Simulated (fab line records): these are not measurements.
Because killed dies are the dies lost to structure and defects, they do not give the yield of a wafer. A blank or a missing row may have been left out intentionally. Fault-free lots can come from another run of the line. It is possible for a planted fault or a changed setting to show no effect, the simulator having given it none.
fab line records    flow sky130
record lots=6  wafers=18  last_day=50
route steps=708 shown LI_CONTACT@375 LOCAL_INTERCONNECT@387 PAD_OPEN@708
lots untouched by any fault: they come from a run of this same line in which no faults occurred
start_h: the number of hours between the record's first day and the start of the first shown wafer of the lot    wait_h: how many hours have passed since the lot's step before this one    " the same as in the row above    L1.1+2: one row covering several wafers at once    - no value, or no start given    * or withheld: withheld    < > ~ a bound
route shown NAME@n: a module of which the file shows steps, and the number in the route of the first    usual: mean/standard deviation taken from wafers without a fault    same: alike in all rows    chamber/n: place in a boat    sites: readings site by site    _std_site: the values' standard deviation    _edge_site: inner sites' mean taken away from outer sites' mean    radius_mm: how far each site lies from the wafer's centre    mask NAME#n: copy n    behind: the most recent tool/chamber to have shaped the wafer    hold: the reason the lot was held/the length of the hold in hours/how it ended    device: transistor that didn't switch, given as n, p or np    end of line: the tests these same wafers got at the end of their route    step lacking rows: just its recipe    killed: dies lost to structure and defects at the first sort, not the wafer's yield    map: dies across one wafer; x = killed, . = not, _ = none there
set.NAME: the setting the step ran with; set.NAME@STEP: the setting that earlier step ran with    model.NAME: the simulator's own value behind a step, which no gauge read
lots at some steps of the route; a table a step, a row a wafer
services: a tool's chamber out of use, with start hour (start_h, from the record's first day; less than 0 if before it), hours out, and reason
## steps
# step SKY_LI_CONTACT_OVL_MEAS_13
# usual LI_CONTACT_OVL=4/6.5
lot.wafer  tool        chamber  start_h  wait_h  LI_CONTACT_OVL[nm]
L131.3     overlay-01  -        675.15   0.1     8
L131.5     "           -        "        "       2
L131.6     "           -        "        "       1
L132.2     overlay-02  -        696.34   0.1     -2
L132.3     "           -        "        "       4
L132.6     "           -        "        "       7
L148.2     overlay-02  -        843.45   0.1     -5
L148.3     "           -        "        "       -3
L148.5     "           -        "        "       1
L149.3     overlay-02  -        848.75   0.1     -8
L149.4     "           -        "        "       3
L149.5     "           -        "        "       -7
L151.1     overlay-02  -        857.47   0.1     13
L151.3     "           -        "        "       11
L151.5     "           -        "        "       4
L153.3     overlay-02  -        861.31   0.1     16
L153.4     "           -        "        "       7
L153.6     "           -        "        "       7
# step SKY_LI_CONTACT_ETCH_14
# recipe chemistry=N2/H2  target=BARC  ion_energy_ev=200  source_w=500  bias_w=100  pressure_mtorr=30  n2_flow_sccm=100  h2_flow_sccm=200  stop_on=SiO2  time_s=45.9  target_depth_a=600
# usual drypump_motor_current_A=5.6/0.46  oes_product_au=0.853/0.0045  throttle_valve_pct=13.225/0.0091
# same time_s=45.9
lot.wafer  tool         chamber  start_h  wait_h  drypump_motor_current_A  oes_product_au  rf_hours_counter_h  throttle_valve_pct
L131.3     rie_diel-04  0        675.18   0.0     5.3                      0.858           1                   13.236
L131.5     "            1        "        "       5.2                      0.849           -                   13.216
L131.6     "            0        "        "       5.4                      0.851           -                   13.226
L132.2     rie_diel-01  0        696.37   0.0     5.5                      0.856           8                   13.219
L132.3     "            0        "        "       5.5                      0.854           -                   13.237
L132.6     "            2        "        "       6.1                      0.850           -                   13.230
L148.2     rie_diel-04  2        843.48   0.0     5.6                      0.858           19                  13.235
L148.3     "            0        "        "       5.3                      0.856           4                   13.218
L148.5     "            2        "        "       5.6                      0.854           -                   13.240
L149.3     rie_diel-04  0        848.78   0.0     5.3                      0.851           5                   13.232
L149.4     "            3        "        "       6.6                      0.855           13                  13.215
L149.5     "            0        "        "       5.3                      0.855           -                   13.225
L151.1     rie_diel-01  3        857.51   0.0     5.1                      0.850           11                  13.238
L151.3     "            0        "        "       5.5                      0.860           13                  13.230
L151.5     "            1        "        "       5.0                      0.854           -                   13.230
L153.3     rie_diel-04  1        861.33   0.0     5.2                      0.852           13                  13.229
L153.4     "            1        "        "       5.2                      0.846           -                   13.230
L153.6     "            2        "        "       5.6                      0.855           -                   13.228
# step SKY_LI_CONTACT_ETCH_15
# recipe target=PSG  chemistry=C4F8/O2/Ar  stop_on=Si  taper_deg=4.15  mask_material=KrF-thick  source_w=1500  bias_w=1200  pressure_mtorr=40  c4f8_flow_sccm=withheld  O2_flow_sccm=6  Ar_flow_sccm=300  time_s=withheld  target_depth_a=6000
# step SKY_LI_CONTACT_STRIP_16
# recipe chemistry=O2/N2  power_w=1400  pressure_mtorr=1500  platen_temp_c=withheld  o2_flow_sccm=3000  n2_flow_sccm=300  overash_fraction=0.5
# step SKY_LI_CONTACT_CLEAN_17
# recipe chemistry=NMP  time_s=600  temp_c=60  dry=n2_spin
# step SKY_LI_CONTACT_PRE_CLEAN_18
# recipe gas=Ar  time_s=5.6  bias_v=358
# step SKY_LI_CONTACT_SPUTTER_19
# recipe material=Ti  target_thk_nm=20  chamber_pressure_pa=5  power_w=2500  substrate_temp_c=200  time_s=106.37
# usual throttle_valve_pct=29.7/1.1
# same time_s=106.37
lot.wafer  tool            chamber  start_h  wait_h  throttle_valve_pct
L131.3     pvd_sputter-03  -        675.77   0.0     31.5
L131.5     "               -        "        "       31.5
L131.6     "               -        "        "       28.5
L132.2     pvd_sputter-03  -        696.86   0.0     31.5
L132.3     "               -        "        "       29.2
L132.6     "               -        "        "       31.8
L148.2     pvd_sputter-01  -        843.92   0.0     29.6
L148.3     "               -        "        "       28.5
L148.5     "               -        "        "       30.9
L149.3     pvd_sputter-03  -        849.20   0.0     29.2
L149.4     "               -        "        "       29.0
L149.5     "               -        "        "       29.0
L151.1     pvd_sputter-03  -        857.93   0.0     31.7
L151.3     "               -        "        "       29.0
L151.5     "               -        "        "       28.5
L153.3     pvd_sputter-03  -        861.75   0.0     29.1
L153.4     "               -        "        "       31.6
L153.6     "               -        "        "       31.6
# step SKY_LI_CONTACT_SPUTTER_20
# recipe material=TiN  target_thk_nm=20  chamber_pressure_pa=5  power_w=4000  time_s=80
# usual throttle_valve_pct=29.7/1.1
# same time_s=80
lot.wafer  tool            chamber  start_h  wait_h  throttle_valve_pct
L131.3     pvd_sputter-03  -        675.85   0.0     31.3
L131.5     "               -        "        "       31.7
L131.6     "               -        "        "       28.6
L132.2     pvd_sputter-03  -        696.93   0.0     31.5
L132.3     "               -        "        "       29.1
L132.6     "               -        "        "       31.8
L148.2     pvd_sputter-01  -        843.99   0.0     29.7
L148.3     "               -        "        "       28.8
L148.5     "               -        "        "       31.2
L149.3     pvd_sputter-03  -        849.28   0.0     29.0
L149.4     "               -        "        "       29.1
L149.5     "               -        "        "       29.1
L151.1     pvd_sputter-03  -        858.01   0.0     31.5
L151.3     "               -        "        "       29.0
L151.5     "               -        "        "       28.6
L153.3     pvd_sputter-03  -        861.83   0.0     28.9
L153.4     "               -        "        "       31.5
L153.6     "               -        "        "       31.7
# step SKY_LI_CONTACT_CVD_21
# recipe material=W  target_thk_nm=400  time_s=120.56  temp_c=400  pressure_torr=40
# usual chamber_pressure_Torr=40.00/0.089  heater_power_w=783/53
# same time_s=120.56
lot.wafer  tool      chamber  start_h  wait_h  chamber_pressure_Torr  heater_power_w
L131.3     cvd_w-02  0        675.95   0.1     40.08                  763
L131.5     "         0        "        "       39.99                  748
L131.6     "         1        "        "       39.95                  801
L132.2     cvd_w-01  1        696.99   0.0     40.07                  812
L132.3     "         0        "        "       40.17                  714
L132.6     "         0        "        "       40.16                  698
L148.2     cvd_w-02  1        844.09   0.1     39.93                  847
L148.3     "         1        "        "       40.06                  854
L148.5     "         1        "        "       39.89                  842
L149.3     cvd_w-02  1        849.42   0.1     40.05                  856
L149.4     "         1        "        "       40.14                  836
L149.5     "         1        "        "       40.10                  838
L151.1     cvd_w-02  1        858.07   0.0     40.06                  858
L151.3     "         1        "        "       40.05                  844
L151.5     "         0        "        "       40.07                  740
L153.3     cvd_w-02  0        861.93   0.1     39.97                  736
L153.4     "         1        "        "       40.11                  851
L153.6     "         1        "        "       40.14                  837
# step SKY_LI_CONTACT_RS_MEAS_22
# recipe thk_meas_gauge=four-point-probe  reads=W_of_LI_CONTACT_CVD_21+TiN_of_LI_CONTACT_SPUTTER_20+Ti_of_LI_CONTACT_SPUTTER_19
# usual LI_CONTACT_W_RS=0.290/0.0031
lot.wafer  tool           chamber  start_h  wait_h  LI_CONTACT_W_RS[ohm/sq]
L131.3     film_metro-01  -        676.08   0.1     0.285
L131.5     "              -        "        "       0.287
L131.6     "              -        "        "       0.286
L132.2     film_metro-04  -        697.14   0.1     0.292
L132.3     "              -        "        "       0.294
L132.6     "              -        "        "       0.295
L148.2     film_metro-02  -        844.32   0.2     0.293
L148.3     "              -        "        "       0.288
L148.5     "              -        "        "       0.287
L149.3     film_metro-02  -        849.63   0.2     0.288
L149.4     "              -        "        "       0.289
L149.5     "              -        "        "       0.291
L151.1     film_metro-02  -        858.19   0.1     0.290
L151.3     "              -        "        "       0.289
L151.5     "              -        "        "       0.287
L153.3     film_metro-01  -        862.06   0.1     0.286
L153.4     "              -        "        "       0.291
L153.6     "              -        "        "       0.289
# step SKY_LI_CONTACT_THK_MEAS_23
# recipe thk_meas_gauge=xrf  reads=W_of_LI_CONTACT_CVD_21
# usual LI_CONTACT_W_THK=386/4.5
lot.wafer  tool           chamber  start_h  wait_h  LI_CONTACT_W_THK[nm]
L131.3     film_metro-01  -        676.18   0.1     393
L131.5     "              -        "        "       392
L131.6     "              -        "        "       389
L132.2     film_metro-04  -        697.25   0.1     382
L132.3     "              -        "        "       380
L132.6     "              -        "        "       379
L148.2     film_metro-02  -        844.43   0.1     376
L148.3     "              -        "        "       387
L148.5     "              -        "        "       387
L149.3     film_metro-02  -        849.73   0.1     388
L149.4     "              -        "        "       388
L149.5     "              -        "        "       383
L151.1     film_metro-02  -        858.31   0.1     380
L151.3     "              -        "        "       384
L151.5     "              -        "        "       385
L153.3     film_metro-01  -        862.16   0.1     391
L153.4     "              -        "        "       385
L153.6     "              -        "        "       385
# step SKY_LI_CONTACT_CMP_24
# recipe stop_on=PSG  t_overpolish_s=20  down_force_psi=3.5  platen_rpm=60  target_thk_nm=0  pad_velocity_m_s=0.94248
# usual edge_zone_pressure_frac=1.000/0.0053  motor_current_A=11.3/1.9  overpolish_run_s=19.999/0.0096  slurry_flow_ml_min=150.0/0.51  time_to_endpoint_s=95/3.4
lot.wafer  tool    chamber  start_h  wait_h  edge_zone_pressure_frac  motor_current_A  overpolish_run_s  slurry_flow_ml_min  time_to_endpoint_s
L131.3     cmp-01  0        676.36   0.2     0.995                    11.1             20.001            149.6               88
L131.6     "       2        "        "       0.998                    14.8             20.005            149.8               90
L131.5     "       3        "        "       1.002                    8.5              19.996            149.8               89
L132.3     cmp-01  3        697.30   0.0     0.994                    8.6              19.993            151.3               94
L132.2     "       1        "        "       0.999                    12.0             19.990            149.0               100
L132.6     "       0        "        "       1.005                    11.0             19.996            150.1               92
L148.2     cmp-01  3        844.48   0.0     1.009                    8.9              20.008            150.7               92
L148.3     "       1        "        "       1.001                    12.9             19.987            150.2               99
L148.5     "       3        "        "       1.001                    8.7              19.995            149.5               94
L149.4     cmp-01  1        849.77   0.0     1.007                    12.3             20.004            150.4               100
L149.3     "       0        "        "       1.002                    11.1             20.001            151.0               93
L149.5     "       1        "        "       0.996                    12.6             20.000            150.7               98
L151.1     cmp-01  3        858.37   0.1     1.003                    8.8              20.007            149.9               94
L151.3     "       0        "        "       0.996                    10.4             19.990            150.2               92
L151.5     "       0        "        "       0.997                    11.0             20.014            150.5               94
L153.4     cmp-01  2        862.30   0.1     0.996                    14.7             20.002            149.6               91
L153.3     "       3        "        "       1.003                    9.2              20.002            149.1               95
L153.6     "       0        "        "       0.992                    10.8             19.992            149.6               94
# step SKY_LOCAL_INTERCONNECT_SPUTTER_00
# recipe material=TiN  target_thk_nm=100  temp_c=300  power_w=6500  time_s=83.3  chamber_pressure_pa=0.4
# usual throttle_valve_pct=30.0/0.91
lot.wafer  tool            chamber  start_h  wait_h  throttle_valve_pct  model.TiN_of_LOCAL_INTERCONNECT_SPUTTER_00.thk_nm
L131.3     pvd_sputter-04  -        676.56   0.1     29.5                98.58
L131.5     "               -        "        "       29.6                99.84
L131.6     "               -        "        "       29.7                99.04
L132.2     pvd_sputter-02  -        697.60   0.1     31.3                98.66
L132.3     "               -        "        "       28.7                100.4
L132.6     "               -        "        "       31.1                98.49
L148.2     pvd_sputter-02  -        844.78   0.2     31.1                101.4
L148.3     "               -        "        "       28.8                110.9
L148.5     "               -        "        "       28.6                111.3
L149.3     pvd_sputter-02  -        850.07   0.1     31.2                109.8
L149.4     "               -        "        "       28.2                108.7
L149.5     "               -        "        "       28.7                109.7
L151.1     pvd_sputter-04  -        858.67   0.2     30.8                98.9
L151.3     "               -        "        "       29.7                97.42
L151.5     "               -        "        "       30.7                98.65
L153.3     pvd_sputter-04  -        862.50   0.1     29.5                99.36
L153.4     "               -        "        "       29.5                100.9
L153.6     "               -        "        "       31.0                99.99
# step SKY_LOCAL_INTERCONNECT_RS_MEAS_01
# recipe thk_meas_gauge=four-point-probe  reads=TiN_of_LOCAL_INTERCONNECT_SPUTTER_00
# usual LOCAL_INTERCONNECT_TIN_RS=14.23/0.16
lot.wafer  tool           chamber  start_h  wait_h  LOCAL_INTERCONNECT_TIN_RS[ohm/sq]
L131.3     film_metro-01  -        676.66   0.1     14.37
L131.5     "              -        "        "       14.17
L131.6     "              -        "        "       14.28
L132.2     film_metro-03  -        697.68   0.1     14.37
L132.3     "              -        "        "       14.08
L132.6     "              -        "        "       14.39
L148.2     film_metro-01  -        844.87   0.1     13.94
L148.3     "              -        "        "       12.70
L148.5     "              -        "        "       12.67
L149.3     film_metro-03  -        850.17   0.1     12.85
L149.4     "              -        "        "       12.98
L149.5     "              -        "        "       12.82
L151.1     film_metro-04  -        858.74   0.0     14.32
L151.3     "              -        "        "       14.55
L151.5     "              -        "        "       14.34
L153.3     film_metro-03  -        862.60   0.1     14.26
L153.4     "              -        "        "       14.02
L153.6     "              -        "        "       14.16
# step SKY_LOCAL_INTERCONNECT_THK_MEAS_02
# recipe thk_meas_gauge=xrf  reads=TiN_of_LOCAL_INTERCONNECT_SPUTTER_00
# usual LOCAL_INTERCONNECT_TIN_THK=98.8/1.1
lot.wafer  tool           chamber  start_h  wait_h  LOCAL_INTERCONNECT_TIN_THK[nm]
L131.3     film_metro-01  -        676.76   0.1     97.9
L131.5     "              -        "        "       99.3
L131.6     "              -        "        "       98.5
L132.2     film_metro-03  -        697.79   0.1     98.5
L132.3     "              -        "        "       100.4
L132.6     "              -        "        "       98.0
L148.2     film_metro-01  -        844.98   0.1     100.6
L148.3     "              -        "        "       110.1
L148.5     "              -        "        "       110.2
L149.3     film_metro-03  -        850.27   0.1     109.1
L149.4     "              -        "        "       108.1
L149.5     "              -        "        "       108.9
L151.1     film_metro-04  -        858.86   0.1     98.0
L151.3     "              -        "        "       96.3
L151.5     "              -        "        "       98.0
L153.3     film_metro-03  -        862.70   0.1     99.1
L153.4     "              -        "        "       100.3
L153.6     "              -        "        "       99.5
# step SKY_LOCAL_INTERCONNECT_DEHYDRATE_03
# recipe temp_c=200  time_s=60
# step SKY_LOCAL_INTERCONNECT_HMDS_04
# recipe prime_time_s=60  prime_temp_c=120
# step SKY_LOCAL_INTERCONNECT_COAT_05
# recipe resist=BARC  temp_c=withheld  time_s=withheld  spin_rpm=3000  resist_thk_nm=60
# step SKY_LOCAL_INTERCONNECT_COAT_06
# recipe resist=KrF-thick  spin_rpm=3000  resist_thk_nm=450
# step SKY_LOCAL_INTERCONNECT_SOFTBAKE_07
# recipe temp_c=100  time_s=90  resist=KrF-thick
# step SKY_LOCAL_INTERCONNECT_EXPOSE_08
# recipe mask_id=LI1M  na=0.8  source_shape=annular  sigma_inner=0.55  sigma_outer=0.85  target_cd_nm=170  dose_mj=28
# step SKY_LOCAL_INTERCONNECT_PEB_09
# recipe peb_temp_c=withheld  peb_time_s=withheld  resist=KrF-thick
# step SKY_LOCAL_INTERCONNECT_DEVELOP_10
# recipe develop_time_s=60  resist=KrF-thick  dev_temp_c=21
# step SKY_LOCAL_INTERCONNECT_CD_MEAS_11
# recipe target_cd_nm=170
# usual cd_nm=170.6/1.5
lot.wafer  tool       chamber  start_h  wait_h  cd_nm
L131.3     cd_sem-01  -        705.12   -       169.5
L131.5     "          -        "        "       168.3
L131.6     "          -        "        "       168.4
L132.2     cd_sem-01  -        725.80   -       170.4
L132.3     "          -        "        "       168.8
L132.6     "          -        "        "       171.9
L148.2     cd_sem-01  -        871.59   -       173.8
L148.3     "          -        "        "       173.2
L148.5     "          -        "        "       173.8
L149.3     cd_sem-02  -        876.17   -       171.8
L149.4     "          -        "        "       172.2
L149.5     "          -        "        "       170.2
L151.1     cd_sem-01  -        885.42   -       171.1
L151.3     "          -        "        "       171.8
L151.5     "          -        "        "       170.7
L153.3     cd_sem-02  -        888.87   -       168.4
L153.4     "          -        "        "       169.4
L153.6     "          -        "        "       168.6
# step SKY_LOCAL_INTERCONNECT_OVL_MEAS_12
# usual LOCAL_INTERCONNECT_OVL=1/4.6
lot.wafer  tool        chamber  start_h  wait_h  LOCAL_INTERCONNECT_OVL[nm]
L131.3     overlay-01  -        705.21   0.1     -3
L131.5     "           -        "        "       6
L131.6     "           -        "        "       5
L132.2     overlay-02  -        725.90   0.1     9
L132.3     "           -        "        "       3
L132.6     "           -        "        "       -1
L148.2     overlay-01  -        871.70   0.1     1
L148.3     "           -        "        "       -7
L148.5     "           -        "        "       -8
L149.3     overlay-01  -        876.26   0.1     4
L149.4     "           -        "        "       7
L149.5     "           -        "        "       -6
L151.1     overlay-02  -        885.54   0.1     6
L151.3     "           -        "        "       3
L151.5     "           -        "        "       3
L153.3     overlay-02  -        888.96   0.1     -1
L153.4     "           -        "        "       4
L153.6     "           -        "        "       0
# step SKY_LOCAL_INTERCONNECT_ETCH_13
# recipe chemistry=N2/H2  target=BARC  ion_energy_ev=200  bias_w=100  pressure_mtorr=30  n2_flow_sccm=100  h2_flow_sccm=200  icp_w=500  stop_on=SiO2  time_s=45.9  target_depth_a=600
# step SKY_LOCAL_INTERCONNECT_METAL_ETCH_14
# recipe target_depth_nm=110  stop_on=PSG  chemistry=Cl2/BCl3  target=TiN  resist_sidewall_deg=88  pressure_mtorr=10  icp_w=900  bias_w=48.5  Cl2_flow_sccm=60  bcl3_flow_sccm=30  time_s=31.4
# usual drypump_motor_current_A=5.5/0.47  oes_product_au=0.938/0.0077  throttle_valve_pct=21.903/0.0093
# same time_s=31.4
lot.wafer  tool          chamber  start_h  wait_h  drypump_motor_current_A  oes_product_au  rf_hours_counter_h  throttle_valve_pct
L131.3     rie_metal-01  1        705.31   0.0     6.1                      0.940           -                   21.896
L131.5     "             1        "        "       6.1                      0.940           -                   21.890
L131.6     "             0        "        "       5.1                      0.937           -                   21.897
L132.2     rie_metal-04  0        725.99   0.0     5.8                      0.928           8                   21.899
L132.3     "             0        "        "       5.8                      0.938           -                   21.912
L132.6     "             1        "        "       4.7                      0.926           -                   21.899
L148.2     rie_metal-02  1        871.87   0.1     5.3                      0.948           -                   21.889
L148.3     "             1        "        "       5.3                      1.002           -                   21.852
L148.5     "             1        "        "       5.3                      1.005           -                   21.863
L149.3     rie_metal-01  0        876.36   0.0     5.1                      0.989           -                   21.872
L149.4     "             1        "        "       6.2                      0.980           -                   21.880
L149.5     "             1        "        "       6.1                      0.992           -                   21.878
L151.1     rie_metal-04  0        885.64   0.0     5.9                      0.936           14                  21.904
L151.3     "             0        "        "       5.8                      0.926           -                   21.921
L151.5     "             1        "        "       4.7                      0.937           -                   21.899
L153.3     rie_metal-02  1        889.14   0.1     5.3                      0.947           -                   21.912
L153.4     "             1        "        "       5.3                      0.945           -                   21.909
L153.6     "             1        "        "       5.3                      0.938           -                   21.895
# step SKY_LOCAL_INTERCONNECT_STRIP_15
# recipe chemistry=O2/N2  power_w=1400  pressure_mtorr=1500  platen_temp_c=withheld  o2_flow_sccm=3000  n2_flow_sccm=300  overash_fraction=0.5
# step SKY_LOCAL_INTERCONNECT_STRIP_16
# recipe chemistry=post_etch_residue_remover  time_s=1200  temp_c=72.5
# same time_s=1200
lot.wafer  tool          chamber  start_h  wait_h  model.TiN_of_LOCAL_INTERCONNECT_SPUTTER_00.thk_nm
L131.3     wet_bench-01  1        705.45   0.0     98.16
L131.5     "             1        "        "       99.41
L131.6     "             1        "        "       98.62
L132.2     wet_bench-04  1        726.15   0.1     98.24
L132.3     "             1        "        "       99.96
L132.6     "             1        "        "       98.07
L148.2     wet_bench-04  2        872.06   0.1     101
L148.3     "             2        "        "       110.5
L148.5     "             2        "        "       110.9
L149.3+5   wet_bench-01  3        876.50   0.0     109.3
L149.4     "             3        "        "       108.3
L151.1     wet_bench-01  2        885.79   0.1     98.48
L151.3     "             2        "        "       97
L151.5     "             2        "        "       98.23
L153.3     wet_bench-03  2        889.31   0.0     98.94
L153.4     "             2        "        "       100.5
L153.6     "             2        "        "       99.57
# step SKY_LOCAL_INTERCONNECT_CLEAN_17
# recipe chemistry=IPA  time_s=180  temp_c=25
# step SKY_PAD_OPEN_PROBE_99
# usual killed_at_M0_to_M3=44/7.4  killed_at_M4_up=3.1/1.8  killed_at_contacts=25/6  killed_at_front_end=15/4.4  killed_at_other=0.3/0.49  killed_dies=88/10  killed_open=48/7.4  killed_short=39/6.3
# same gross_dies=492  killed_at_back_side=0
lot.wafer  tool       chamber  start_h  wait_h  killed_at_M0_to_M3  killed_at_M4_up  killed_at_contacts  killed_at_front_end  killed_at_other  killed_dies  killed_open  killed_short  model.etest.res_li.line_ohm_um  model.etest.res_li.rs_ohm_sq
L131.3     prober-02  -        1078.62  0.2     47                  4                24                  16                   0                91           51           40            76.36                           12.94
L131.5     prober-02  -        1078.72  0.2     46                  1                17                  20                   1                85           46           39            75.64                           12.74
L131.6     prober-02  -        1078.77  0.2     34                  2                19                  9                    0                64           30           34            76.62                           12.84
L148.3     prober-01  -        1199.26  0.2     37                  3                27                  18                   0                85           42           42            66.55                           11.41
L148.5     prober-01  -        1199.36  0.2     43                  0                30                  18                   1                92           53           38            66.31                           11.48
L149.3     prober-02  -        1202.23  0.2     50                  1                35                  14                   0                100          48           49            66.97                           11.62
L149.4     prober-02  -        1202.28  0.2     34                  2                22                  11                   1                70           40           30            68.34                           11.74
L149.5     prober-02  -        1202.33  0.2     50                  4                34                  16                   1                105          55           47            68.1                            11.64
# killed by level:class
L131.3 VIA3:geometric_particle:open=11 VIA1:geometric_particle:open=11 CONTACT:geometric_particle:open=7 LI_CONTACT:geometric_particle:open=6 LI_CONTACT:geometric_particle:short=5 VIA2:geometric_particle:open=5 FIELD_ISO:geometric_particle:short=4 METAL1:geometric_particle:short=4
L131.5 METAL1:geometric_particle:short=10 VIA1:geometric_particle:open=10 FIELD_ISO:geometric_particle:short=8 CONTACT:geometric_particle:open=8 VIA2:geometric_particle:open=7 POLY_GATE:geometric_particle:open=5 VIA2:geometric_particle:short=4 METAL2:geometric_particle:short=4
L131.6 LI_CONTACT:geometric_particle:open=8 VIA3:geometric_particle:open=6 METAL1:geometric_particle:short=5 CONTACT:geometric_particle:open=5 VIA2:geometric_particle:short=5 METAL3:geometric_particle:short=4 FIELD_ISO:geometric_particle:short=3 CONTACT:geometric_particle:short=3
L148.3 POLY_GATE:geometric_particle:open=8 VIA2:geometric_particle:open=8 LI_CONTACT:geometric_particle:open=7 CONTACT:geometric_particle:open=7 VIA1:geometric_particle:short=6 CONTACT:geometric_particle:short=6 FIELD_ISO:geometric_particle:short=5 METAL1:geometric_particle:short=5
L148.5 CONTACT:geometric_particle:open=16 VIA1:geometric_particle:open=9 METAL1:geometric_particle:short=7 VIA2:geometric_particle:open=7 FIELD_ISO:geometric_particle:short=5 LI_CONTACT:geometric_particle:open=5 CONTACT:geometric_particle:short=5 VIA2:geometric_particle:short=5
L149.3 LI_CONTACT:geometric_particle:open=12 CONTACT:geometric_particle:open=11 CONTACT:geometric_particle:short=9 VIA1:geometric_particle:open=8 METAL1:geometric_particle:short=8 POLY_GATE:geometric_particle:short=7 METAL2:geometric_particle:short=7 VIA3:geometric_particle:open=6
L149.4 CONTACT:geometric_particle:short=6 VIA1:geometric_particle:open=6 VIA3:geometric_particle:open=6 CONTACT:geometric_particle:open=5 LOCAL_INTERCONNECT:geometric_particle:short=4 VIA2:geometric_particle:short=4 VIA2:geometric_particle:open=4 FIELD_ISO:geometric_particle:open=3
L149.5 CONTACT:geometric_particle:open=11 VIA1:geometric_particle:open=11 LI_CONTACT:geometric_particle:open=9 VIA3:geometric_particle:short=7 VIA2:geometric_particle:open=6 VIA2:geometric_particle:short=6 LOCAL_INTERCONNECT:geometric_particle:short=5 CONTACT:geometric_particle:short=5
## services
tool            chamber  start_h  hours  kind
pvd_sputter-04  -        661.02   3.3    repair
pvd_sputter-03  -        680.12   0.6    repair
pvd_sputter-02  -        690.98   2.7    repair
pvd_sputter-04  -        693.51   1.8    repair
pvd_sputter-03  -        716.17   9.4    repair
cmp-01          -        741.06   4.6    pm
cmp-01          -        747.75   0.6    repair
cvd_w-02        -        750.53   1.5    repair
wet_bench-01    -        754.41   11.3   repair
cvd_w-02        -        766.68   3.2    repair
cvd_w-02        -        769.83   4.3    pm
rie_diel-04     -        770.10   4.3    pm
cmp-01          -        777.48   1.3    repair
cmp-01          -        780.97   1.6    repair
cvd_w-02        0        813.04   42.2   repair
rie_diel-04     0        824.30   7.4    repair
pvd_sputter-02  -        828.43   2.8    repair
pvd_sputter-02  -        835.56   3.0    repair
rie_diel-04     1        840.81   7.8    repair
rie_diel-04     3        857.72   8.3    repair
cmp-01          -        860.10   0.2    repair
cvd_w-02        -        869.05   0.4    repair
cvd_w-02        -        878.95   0.9    repair
rie_diel-04     1        884.78   2.2    repair
## key
first_sign step=SKY_LOCAL_INTERCONNECT_RS_MEAS_01  reading=LOCAL_INTERCONNECT_TIN_RS  direction=down  sigmas=8.8  usual=14.23  struck=12.80
effect step=SKY_LOCAL_INTERCONNECT_THK_MEAS_02  reading=LOCAL_INTERCONNECT_TIN_THK  direction=up  sigmas=9.2  usual=98.8  struck=109.3
effect step=SKY_LOCAL_INTERCONNECT_METAL_ETCH_14  reading=oes_product_au  direction=up  sigmas=7.3  usual=0.938  struck=0.994
model_effect step=SKY_LOCAL_INTERCONNECT_SPUTTER_00  value=TiN_of_LOCAL_INTERCONNECT_SPUTTER_00.thk_nm  without=100.3  struck=110.1
model_effect step=SKY_LOCAL_INTERCONNECT_STRIP_16  value=TiN_of_LOCAL_INTERCONNECT_SPUTTER_00.thk_nm  without=99.9  struck=109.7
model_effect step=SKY_PAD_OPEN_PROBE_99  value=etest.res_li.line_ohm_um  without=73.77  struck=67.25
met_at SKY_LOCAL_INTERCONNECT_SPUTTER_00
struck_wafers L148.3,L148.5,L149.3,L149.4,L149.5
tester_left_out L148,L149
onset_between 697.60 844.78
fault kind=process_parameter_drift  tool=pvd_sputter-02  chamber=-  onset_h=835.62  steps=SKY_LOCAL_INTERCONNECT_SPUTTER_00  channel=target_thk_nm  offset=9.7757  shape=step  end_h=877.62  scope=struck_wafers_only  acts_in=these_recipes_only  stated=100
# tester_left_out: of these lots the tester's yield and bins aren't shown, on N5 and GAA mostly nor the transistor test; their killed dies are dies lost to structure and defects alone, not to doping, threshold or leakage, so they don't give the yield
